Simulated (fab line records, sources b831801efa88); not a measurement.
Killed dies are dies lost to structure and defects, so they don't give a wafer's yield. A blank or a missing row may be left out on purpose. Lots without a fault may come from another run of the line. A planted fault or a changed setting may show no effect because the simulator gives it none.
fab line records | flow sky130
record lots=6 wafers=18 last_day=51
route steps=708 shown POLY_CUT@310 SD_P@320 PAD_OPEN@708
lots that met no fault: from a run of the same line without faults
start_h: hours from the record's first day to the start of the lot's first wafer shown | wait_h: hours since the lot's step before | " the same as in the row above | L1.1+2: a row that stands for several wafers | - no value, or no start given | * or withheld: withheld | < > ~ a bound
route shown NAME@n: a module of which the file shows steps, and the number in the route of the first | usual: mean/standard deviation of fault-free wafers | same: alike in all rows | chamber/n: place in a boat | sites: the reading at each site | _std_site: their standard deviation | _edge_site: outer sites' mean less inner sites' | radius_mm: how far each site lies from the wafer's centre | mask NAME#n: copy n | behind: the tool/chamber that last shaped the wafer | hold: why the lot was held/for how many hours/how that ended | device: the transistor (n, p or np) that didn't switch | end of line: the same wafers' tests at the end of the route | a step without rows: its recipe alone | killed: dies lost to structure and defects at the first sort, not the wafer's yield | map: a wafer's dies, x killed, . not, _ none there
set.NAME: the setting as run; set.NAME@STEP: as run at that earlier step | model.NAME: the simulator's own value behind a step, which no gauge read
lots at some steps of the route; a table a step, a row a wafer
services: from which hour (start_h, from the record's first day; less than 0 if before it) a tool's chamber was out of use, for how many hours, and why
## steps
# step SKY_POLY_CUT_COAT_03
# recipe resist=KrF-thick spin_rpm=3000 resist_thk_nm=450
# step SKY_POLY_CUT_SOFTBAKE_04
# recipe temp_c=100 time_s=90 resist=KrF-thick
# step SKY_POLY_CUT_EXPOSE_05
# recipe mask_id=NPCM na=0.8 source_shape=annular sigma_inner=0.55 sigma_outer=0.85 target_cd_nm=270 dose_mj=32
# step SKY_POLY_CUT_PEB_06
# recipe peb_temp_c=withheld peb_time_s=withheld resist=KrF-thick
# step SKY_POLY_CUT_DEVELOP_07
# recipe develop_time_s=60 resist=KrF-thick dev_temp_c=21
# step SKY_POLY_CUT_CD_MEAS_08
# recipe target_cd_nm=270
# usual cd_nm=269.6/1.4
# columns lot.wafer tool chamber start_h wait_h cd_nm
L656.1 cd_sem-01 - 617.86 - 268.1
L656.2 " - " " 268.2
L656.3 " - " " 268.4
L661.2 cd_sem-01 - 656.58 - 271.3
L661.3 " - " " 270.0
L661.4 " - " " 268.7
L662.2 cd_sem-01 - 662.93 - 270.7
L662.5 " - " " 269.7
L662.6 " - " " 270.3
L663.2 cd_sem-01 - 680.63 - 269.8
L663.5 " - " " 270.0
L663.6 " - " " 269.7
L665.1 cd_sem-01 - 691.39 - 272.3
L665.3 " - " " 271.9
L665.6 " - " " 271.6
L673.2 cd_sem-02 - 755.36 - 266.8
L673.3 " - " " 268.7
L673.6 " - " " 267.8
# step SKY_POLY_CUT_OVL_MEAS_09
# usual POLY_CUT_OVL=-1/5.4
# columns lot.wafer tool chamber start_h wait_h POLY_CUT_OVL[nm]
L656.1 overlay-01 - 617.98 0.1 -4
L656.2 " - " " -5
L656.3 " - " " -7
L661.2 overlay-01 - 656.69 0.1 -1
L661.3 " - " " 4
L661.4 " - " " 5
L662.2 overlay-02 - 663.04 0.1 3
L662.5 " - " " 3
L662.6 " - " " -1
L663.2 overlay-01 - 680.74 0.1 5
L663.5 " - " " 1
L663.6 " - " " 2
L665.1 overlay-02 - 691.51 0.1 -2
L665.3 " - " " 1
L665.6 " - " " 2
L673.2 overlay-02 - 755.47 0.1 3
L673.3 " - " " -3
L673.6 " - " " 2
# step SKY_POLY_CUT_ETCH_10
# recipe chemistry=N2/H2 target=BARC ion_energy_ev=200 source_w=500 bias_w=100 pressure_mtorr=30 n2_flow_sccm=100 h2_flow_sccm=200 stop_on=SiO2 time_s=45.9 target_depth_a=600
# usual bias_w=100.00/0.27 drypump_motor_current_A=5.8/0.44 h2_flow_sccm=199.9/0.57 oes_product_au=0.854/0.0049 throttle_valve_pct=13.224/0.0087
# same time_s=45.9
# columns lot.wafer tool chamber start_h wait_h bias_w drypump_motor_current_A h2_flow_sccm oes_product_au rf_hours_counter_h throttle_valve_pct
L656.1 rie_diel-04 0 618.02 0.0 100.04 5.4 199.3 0.858 2 13.208
L656.2 " 2 " " 99.83 5.5 200.5 0.846 13 13.232
L656.3 " 3 " " 100.34 6.2 200.4 0.852 10 13.211
L661.2 rie_diel-03 2 656.72 0.0 100.45 5.4 200.6 0.867 9 13.202
L661.3 " 1 " " 99.52 5.8 200.5 0.859 8 13.218
L661.4 " 0 " " 99.64 6.8 199.7 0.851 3 13.211
L662.2 rie_diel-03 2 663.07 0.0 99.79 5.5 199.9 0.856 9 13.225
L662.5 " 0 " " 99.93 6.7 200.3 0.846 - 13.218
L662.6 " 1 " " 100.04 5.9 200.2 0.855 - 13.224
L663.2 rie_diel-04 3 680.77 0.0 99.97 6.2 199.5 0.860 11 13.233
L663.5 " 2 " " 100.19 5.5 198.9 0.854 - 13.226
L663.6 " 3 " " 99.63 6.2 200.4 0.858 - 13.226
L665.1 rie_diel-04 3 691.55 0.0 100.51 6.2 200.1 0.858 12 13.224
L665.3 " 2 " " 99.86 5.5 200.1 0.863 15 13.236
L665.6 " 1 " " 99.94 5.9 198.7 0.863 - 13.221
L673.2 rie_diel-04 2 755.50 0.0 100.22 5.5 200.8 0.860 17 13.222
L673.3 " 0 " " 100.28 5.3 200.2 0.862 6 13.232
L673.6 " 3 " " 99.79 6.2 199.8 0.859 - 13.216
# step SKY_POLY_CUT_ETCH_11
# recipe target=Si3N4 chemistry=CF4/CH2F2/Ar stop_on=poly-Si source_w=600 bias_w=150 pressure_mtorr=40 cf4_flow_sccm=40 ch2f2_flow_sccm=20 Ar_flow_sccm=150 time_s=42.5 target_depth_a=600
# usual bias_w=150.0/0.45 drypump_motor_current_A=5.8/0.44 oes_product_au=0.830/0.006 throttle_valve_pct=14.994/0.0078
# same time_s=42.5
# columns lot.wafer tool chamber start_h wait_h bias_w drypump_motor_current_A oes_product_au rf_hours_counter_h throttle_valve_pct
L656.1 rie_diel-04 0 618.06 0.0 149.6 5.3 0.831 2 14.981
L656.2 " 2 " " 150.4 5.5 0.823 13 14.982
L656.3 " 3 " " 149.8 6.1 0.827 10 14.994
L661.2 rie_diel-03 2 656.76 0.0 150.5 5.5 0.830 9 14.992
L661.3 " 1 " " 149.9 5.9 0.835 8 14.984
L661.4 " 0 " " 150.2 6.7 0.832 3 15.006
L662.2 rie_diel-03 2 663.11 0.0 150.3 5.5 0.840 9 14.989
L662.5 " 0 " " 149.2 6.7 0.837 - 14.978
L662.6 " 1 " " 150.7 5.9 0.834 - 14.986
L663.2 rie_diel-04 3 680.81 0.0 149.9 6.2 0.827 11 14.996
L663.5 " 2 " " 149.7 5.5 0.834 - 14.995
L663.6 " 3 " " 149.3 6.2 0.823 - 14.991
L665.1 rie_diel-04 3 691.59 0.0 149.9 6.2 0.824 12 14.994
L665.3 " 2 " " 150.5 5.5 0.823 15 15.017
L665.6 " 1 " " 149.8 5.8 0.821 - 14.991
L673.2 rie_diel-04 2 755.54 0.0 149.6 5.5 0.838 18 14.990
L673.3 " 0 " " 149.9 5.3 0.824 6 14.977
L673.6 " 3 " " 149.7 6.2 0.827 - 14.983
# step SKY_POLY_CUT_STRIP_12
# recipe chemistry=O2/N2 power_w=1400 pressure_mtorr=1500 platen_temp_c=withheld o2_flow_sccm=3000 n2_flow_sccm=300 overash_fraction=0.5
# usual drypump_motor_current_A=5.71/0.24 o2_flow_sccm=2998/8.9 oes_product_au=0.453/0.0042 strip_time_to_endpoint_s=5.357/0.014
# columns lot.wafer tool chamber start_h wait_h drypump_motor_current_A o2_flow_sccm oes_product_au rf_hours_counter_h strip_time_to_endpoint_s
L656.1 plasma_asher-01 0 618.10 0.0 5.58 2995 0.450 95 5.365
L656.2 " 1 " " 5.75 2993 0.450 95 5.358
L656.3 " 0 " " 5.58 2992 0.456 - 5.379
L661.2 plasma_asher-03 1 656.80 0.0 5.22 2976 0.452 24 5.367
L661.3 " 0 " " 5.83 3006 0.456 - 5.363
L661.4 " 1 " " 5.18 2975 0.458 - 5.366
L662.2 plasma_asher-04 1 663.15 0.0 5.77 2996 0.447 54 5.350
L662.5 " 1 " " 5.78 2997 0.447 - 5.386
L662.6 " 0 " " 6.03 2993 0.454 - 5.347
L663.2 plasma_asher-04 1 680.85 0.0 5.78 2995 0.447 56 5.344
L663.5 " 0 " " 6.05 2995 0.457 - 5.344
L663.6 " 1 " " 5.78 2988 0.445 - 5.363
L665.1 plasma_asher-04 0 691.63 0.0 6.04 2993 0.448 57 5.353
L665.3 " 1 " " 5.74 3007 0.456 - 5.402
L665.6 " 1 " " 5.77 3003 0.451 - 5.363
L673.2 plasma_asher-04 1 755.58 0.0 5.77 3013 0.462 62 5.398
L673.3 " 1 " " 5.78 2987 0.454 - 5.353
L673.6 " 0 " " 6.03 2992 0.455 - 5.362
# step SKY_SD_P_DEHYDRATE_00
# recipe temp_c=200 time_s=60
# step SKY_SD_P_HMDS_01
# recipe prime_time_s=60 prime_temp_c=120
# step SKY_SD_P_COAT_02
# recipe resist=NOVOLAK spin_rpm=3000 resist_thk_nm=1140
# usual spin_speed_rpm=3000.1/1.7
# columns lot.wafer tool chamber start_h wait_h spin_speed_rpm model.NOVOLAK_of_SD_P_COAT_02.thk_nm
L656.1 litho_track-01 0 631.94 0.1 3001.9 1145
L656.2 " 0 " " 3001.1 1144
L656.3 " 0 " " 3001.1 1142
L661.2 litho_track-01 0 671.92 0.1 3002.2 1136
L661.3 " 0 " " 2999.9 1134
L661.4 " 0 " " 2999.4 1134
L662.2 litho_track-01 0 678.32 0.1 2648.5 1211
L662.5 " 0 " " 2648.9 1209
L662.6 " 0 " " 2649.2 1207
L663.2 litho_track-01 0 695.12 0.1 2645.5 1211
L663.5 " 0 " " 2650.6 1213
L663.6 " 0 " " 2648.8 1212
L665.1 litho_track-03 0 706.41 0.1 3001.8 1134
L665.3 " 0 " " 3000.8 1135
L665.6 " 0 " " 2999.7 1135
L673.2 litho_track-04 0 769.34 0.1 2996.7 1141
L673.3 " 0 " " 2998.7 1143
L673.6 " 0 " " 2999.2 1143
# step SKY_SD_P_SOFTBAKE_03
# recipe temp_c=90 time_s=60 resist=NOVOLAK
# step SKY_SD_P_EXPOSE_04
# recipe mask_id=PSDM na=0.6 source_shape=conventional sigma_outer=0.6 polarization=unpolarized target_cd_nm=380 dose_mj=138
# step SKY_SD_P_PEB_05
# recipe temp_c=withheld time_s=* resist=NOVOLAK
# step SKY_SD_P_DEVELOP_06
# recipe resist=NOVOLAK developer=TMAH develop_time_s=60 dev_temp_c=23
# columns lot.wafer tool chamber start_h wait_h model.NOVOLAK_of_SD_P_COAT_02.thk_nm
L656.1 litho_track-01 0 647.59 0.1 1145
L656.2 " 0 " " 1144
L656.3 " 0 " " 1142
L661.2 litho_track-01 0 685.42 0.1 1135
L661.3+4 " 0 " " 1133
L662.2 litho_track-03 0 692.03 0.1 1211
L662.5 " 0 " " 1208
L662.6 " 0 " " 1207
L663.2 litho_track-03 0 709.78 0.1 1210
L663.5 " 0 " " 1212
L663.6 " 0 " " 1211
L665.1 litho_track-04 0 718.51 0.1 1133
L665.3+6 " 0 " " 1135
L673.2 litho_track-04 0 782.84 0.1 1141
L673.3 " 0 " " 1143
L673.6 " 0 " " 1142
# step SKY_SD_P_CD_MEAS_07
# recipe target_cd_nm=380
# usual cd_nm=379.7/2.7
# columns lot.wafer tool chamber start_h wait_h cd_nm
L656.1 cd_sem-01 - 647.74 0.1 374.9
L656.2 " - " " 375.7
L656.3 " - " " 371.0
L661.2 cd_sem-01 - 685.56 0.1 386.5
L661.3 " - " " 385.9
L661.4 " - " " 382.9
L662.2 cd_sem-02 - 692.18 0.1 375.4
L662.5 " - " " 373.9
L662.6 " - " " 376.6
L663.2 cd_sem-02 - 709.93 0.1 374.5
L663.5 " - " " 377.3
L663.6 " - " " 375.4
L665.1 cd_sem-01 - 719.02 0.5 378.0
L665.3 " - " " 378.9
L665.6 " - " " 379.5
L673.2 cd_sem-02 - 782.99 0.1 377.7
L673.3 " - " " 377.8
L673.6 " - " " 377.2
# step SKY_SD_P_OVL_MEAS_08
# usual SD_P_OVL=0.8/1.2
# columns lot.wafer tool chamber start_h wait_h SD_P_OVL[nm]
L656.1 overlay-02 - 647.86 0.1 -0.2
L656.2 " - " " 1.2
L656.3 " - " " -0.9
L661.2 overlay-01 - 685.67 0.1 0.5
L661.3 " - " " 1.7
L661.4 " - " " 0.3
L662.2 overlay-01 - 692.28 0.1 0.5
L662.5 " - " " 1.6
L662.6 " - " " 1.7
L663.2 overlay-02 - 710.03 0.1 1.6
L663.5 " - " " 0.7
L663.6 " - " " -0.3
L665.1 overlay-01 - 719.14 0.1 0.6
L665.3 " - " " 0.6
L665.6 " - " " -0.2
L673.2 overlay-02 - 783.09 0.1 -0.2
L673.3 " - " " 0.1
L673.6 " - " " 0.2
# step SKY_SD_P_IMPLANT_09
# recipe species=BF2 energy_kev=20 dose_cm2=3e+15 tilt_deg=0
# step SKY_SD_P_STRIP_10
# recipe chemistry=O2/N2 power_w=1400 pressure_mtorr=1500 platen_temp_c=withheld o2_flow_sccm=3000 n2_flow_sccm=300 overash_fraction=0.5
# usual drypump_motor_current_A=5.84/0.15 o2_flow_sccm=2998/9.2 oes_product_au=0.618/0.0047 strip_time_to_endpoint_s=17.50/0.046
# columns lot.wafer tool chamber start_h wait_h drypump_motor_current_A o2_flow_sccm oes_product_au rf_hours_counter_h strip_time_to_endpoint_s
L656.1 plasma_asher-04 1 648.05 0.1 5.77 2985 0.625 52 17.54
L656.2 " 0 " " 6.02 2999 0.623 52 17.55
L656.3 " 1 " " 5.79 2997 0.621 - 17.51
L661.2 plasma_asher-02 0 685.85 0.1 5.96 3002 0.617 88 17.45
L661.3 " 0 " " 5.98 3012 0.608 - 17.42
L661.4 " 1 " " 5.69 3006 0.621 - 17.45
L662.2 plasma_asher-04 0 692.46 0.1 6.00 3006 0.629 57 18.29
L662.5 " 1 " " 5.75 3000 0.625 - 18.26
L662.6 " 0 " " 6.02 2996 0.620 - 18.24
L663.2 plasma_asher-01 0 710.21 0.1 5.56 2991 0.621 103 18.28
L663.5 " 0 " " 5.56 2990 0.620 - 18.31
L663.6 " 1 " " 5.75 2988 0.616 - 18.29
L665.1 plasma_asher-02 0 719.33 0.1 5.94 2987 0.618 91 17.43
L665.3 " 0 " " 5.96 2981 0.616 - 17.43
L665.6 " 1 " " 5.73 3017 0.622 - 17.45
L673.2 plasma_asher-04 1 783.27 0.1 5.81 3000 0.614 65 17.51
L673.3 " 0 " " 6.04 2993 0.614 - 17.55
L673.6 " 0 " " 6.05 2990 0.618 - 17.52
# step SKY_SD_P_TW_MEAS_11
# usual SD_P_TW=2822/39
# columns lot.wafer tool chamber start_h wait_h SD_P_TW
L656.1 film_metro-01 - 648.15 0.1 2766
L656.2 " - " " 2770
L656.3 " - " " 2756
L661.2 film_metro-01 - 685.96 0.1 2806
L661.3 " - " " 2810
L661.4 " - " " 2802
L662.2 film_metro-02 - 692.57 0.1 2864
L662.5 " - " " 2873
L662.6 " - " " 2870
L663.2 film_metro-04 - 710.32 0.1 2813
L663.5 " - " " 2819
L663.6 " - " " 2805
L665.1 film_metro-01 - 719.43 0.1 2767
L665.3 " - " " 2769
L665.6 " - " " 2752
L673.2 film_metro-04 - 783.38 0.1 2840
L673.3 " - " " 2831
L673.6 " - " " 2849
# step SKY_PAD_OPEN_PROBE_99
# usual killed_at_M0_to_M3=43/6.8 killed_at_M4_up=3.3/1.9 killed_at_contacts=24/5.3 killed_at_front_end=14/4.3 killed_at_other=0.3/0.62 killed_dies=85/9.8 killed_open=46/8 killed_short=39/5.9
# same gross_dies=492 killed_at_back_side=0
# columns lot.wafer tool chamber start_h wait_h killed_at_M0_to_M3 killed_at_M4_up killed_at_contacts killed_at_front_end killed_at_other killed_dies killed_open killed_short
L662.2 prober-01 - 1162.31 0.1 48 3 24 14 0 89 40 49
L662.5 prober-01 - 1162.46 0.2 50 3 19 14 0 86 38 48
L662.6 prober-01 - 1162.51 0.2 43 2 24 17 0 86 42 44
L663.2 prober-02 - 1172.60 0.1 35 4 13 15 0 67 39 28
L663.5 prober-02 - 1172.75 0.2 46 1 24 15 2 88 42 46
L663.6 prober-02 - 1172.80 0.2 30 4 25 13 0 72 38 34
# killed by level:class
L662.2 VIA1:geometric_particle:open=9 METAL2:geometric_particle:short=9 LOCAL_INTERCONNECT:geometric_particle:short=7 CONTACT:geometric_particle:open=7 POLY_GATE:geometric_particle:open=6 METAL1:geometric_particle:short=6 POLY_GATE:geometric_particle:short=5 LI_CONTACT:geometric_particle:open=4
L662.5 VIA1:geometric_particle:open=11 METAL2:geometric_particle:short=11 CONTACT:geometric_particle:open=7 VIA1:geometric_particle:short=7 VIA2:geometric_particle:short=6 VIA3:geometric_particle:open=4 LI_CONTACT:geometric_particle:open=4 METAL3:geometric_particle:short=4
L662.6 VIA1:geometric_particle:open=15 CONTACT:geometric_particle:open=8 FIELD_ISO:geometric_particle:short=6 LOCAL_INTERCONNECT:geometric_particle:short=5 VIA1:geometric_particle:short=5 VIA3:geometric_particle:short=5 POLY_GATE:geometric_particle:short=4 LI_CONTACT:geometric_particle:open=4
L663.2 VIA1:geometric_particle:open=12 CONTACT:geometric_particle:open=5 VIA1:geometric_particle:short=5 VIA2:geometric_particle:open=5 POLY_GATE:geometric_particle:open=4 FIELD_ISO:geometric_particle:short=3 FIELD_ISO:geometric_particle:open=3 METAL2:geometric_particle:short=3
L663.5 CONTACT:geometric_particle:open=9 VIA3:geometric_particle:open=7 VIA2:geometric_particle:open=7 VIA1:geometric_particle:open=7 CONTACT:geometric_particle:short=7 VIA1:geometric_particle:short=7 METAL1:geometric_particle:short=6 VIA3:geometric_particle:short=6
L663.6 CONTACT:geometric_particle:open=8 LOCAL_INTERCONNECT:geometric_particle:short=7 LI_CONTACT:geometric_particle:open=5 VIA1:geometric_particle:open=5 VIA2:geometric_particle:short=5 VIA2:geometric_particle:open=5 POLY_GATE:geometric_particle:open=4 VIA3:geometric_particle:open=4
## services
# columns tool chamber start_h hours kind
plasma_asher-01 - 624.99 2.8 pm
plasma_asher-03 - 645.12 1.2 repair
plasma_asher-01 - 678.81 9.9 repair
rie_diel-03 - 697.89 2.8 pm
plasma_asher-04 - 702.09 12.3 repair
plasma_asher-01 - 729.63 2.9 repair
rie_diel-03 - 730.20 14.6 pm
plasma_asher-01 - 733.75 9.0 pm
plasma_asher-01 0 733.75 9.0 vent_cycle
plasma_asher-01 1 733.75 9.0 vent_cycle
plasma_asher-01 0 742.75 - clean
plasma_asher-01 1 742.75 - clean
rie_diel-04 0 744.00 1.5 repair
rie_diel-04 0 761.38 2.3 repair
## key
first_sign step=SKY_SD_P_COAT_02 reading=spin_speed_rpm direction=down sigmas=99+ usual=3000.1 struck=2648.6
effect step=SKY_SD_P_CD_MEAS_07 reading=cd_nm direction=down sigmas=1.5 usual=379.7 struck=375.5
effect step=SKY_SD_P_STRIP_10 reading=strip_time_to_endpoint_s direction=up sigmas=17 usual=* struck=*
model_effect step=SKY_SD_P_COAT_02 value=NOVOLAK_of_SD_P_COAT_02.thk_nm without=1137 struck=1210
model_effect step=SKY_SD_P_DEVELOP_06 value=NOVOLAK_of_SD_P_COAT_02.thk_nm without=1137 struck=1210
met_at SKY_SD_P_COAT_02
struck_wafers L662.2,L662.5,L662.6,L663.2,L663.5,L663.6
tester_left_out L662,L663
onset_between 671.92 678.32
fault kind=process_parameter_drift tool=litho_track-01 chamber=- onset_h=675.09 steps=SKY_SD_P_COAT_02 channel=spin_rpm offset=-351.86 shape=step end_h=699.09 acts_in=these_recipes_only stated=3000
# tester_left_out: of these lots the tester's yield and bins aren't shown, on N5 and GAA mostly nor the transistor test; their killed dies are dies lost to structure and defects alone, not to doping, threshold or leakage, so they don't give the yield
